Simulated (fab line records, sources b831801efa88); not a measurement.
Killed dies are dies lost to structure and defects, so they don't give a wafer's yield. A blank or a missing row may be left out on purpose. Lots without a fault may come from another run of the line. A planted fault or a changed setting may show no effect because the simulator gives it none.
Which tool did it? | flow gf180mcu | 6 lots, 18 wafers sampled, at 2 steps of a route of 602

WHAT THE GAUGES READ, wafer by wafer
GF_V3_THK_MEAS_01.
lot  | measured     | on            | V3_CVD_00_THK (nm)
L825 | day 22 05:53 | film_metro-04 | 594 592 597
L827 | day 22 23:56 | film_metro-02 | 610 607 596
L829 | day 23 19:58 | film_metro-02 | 596 592 600
L832 | day 24 14:57 | film_metro-02 | 597 604 606
L840 | day 27 06:04 | film_metro-04 | 522 521 515
L843 | day 28 04:34 | film_metro-01 | 607 605 601

WHICH TOOL RAN EACH LOT (tool, then ch and the chambers of the sampled wafers, then the start)
lot  | GF_V3_CVD_00
L825 | hdpcvd-01 ch 0,2, day 22 05:48
L827 | hdpcvd-01 ch 1,2, day 22 23:50
L829 | hdpcvd-02 ch 0,1,2, day 23 19:53
L832 | hdpcvd-02 ch 0,2, day 24 14:52
L840 | hdpcvd-01 ch 0,1, day 27 05:59
L843 | hdpcvd-02 ch 0,1, day 28 04:30
- GF_V3_CVD_00: deposits SiO2, target thk 600 nm, time 100 s.

THE ANSWER, worked out from the rows above alone
Rule: what is usual is taken from the lots themselves. Put in order of their means at a reading, lots are off if they are a third of the lots or fewer, leave a main group of 4 or more, and stand apart from it by a gap of 3 or more times the standard deviation of the main group's means; of several such gaps the widest counts. A main group whose means are all the same, to the digits that the tables above print for the reading, isn't used. A lot without any number at a reading at which 4 lots or more have one is off too. The other lots that the step has rows for count as sound.
Off: L840, at GF_V3_THK_MEAS_01 (V3_CVD_00_THK). The main group: mean 600 nm, standard deviation 4.3.
A tool fits if, at a process step before that reading, it ran every lot that is off, and no sound lot after the first of them. The gauges at GF_V3_THK_MEAS_01 are tried like those tools. Can't be told from this: 2 tools fit, hdpcvd-01 at GF_V3_CVD_00, film_metro-04 at GF_V3_THK_MEAS_01.

WHAT THE SIMULATOR HAD PUT IN
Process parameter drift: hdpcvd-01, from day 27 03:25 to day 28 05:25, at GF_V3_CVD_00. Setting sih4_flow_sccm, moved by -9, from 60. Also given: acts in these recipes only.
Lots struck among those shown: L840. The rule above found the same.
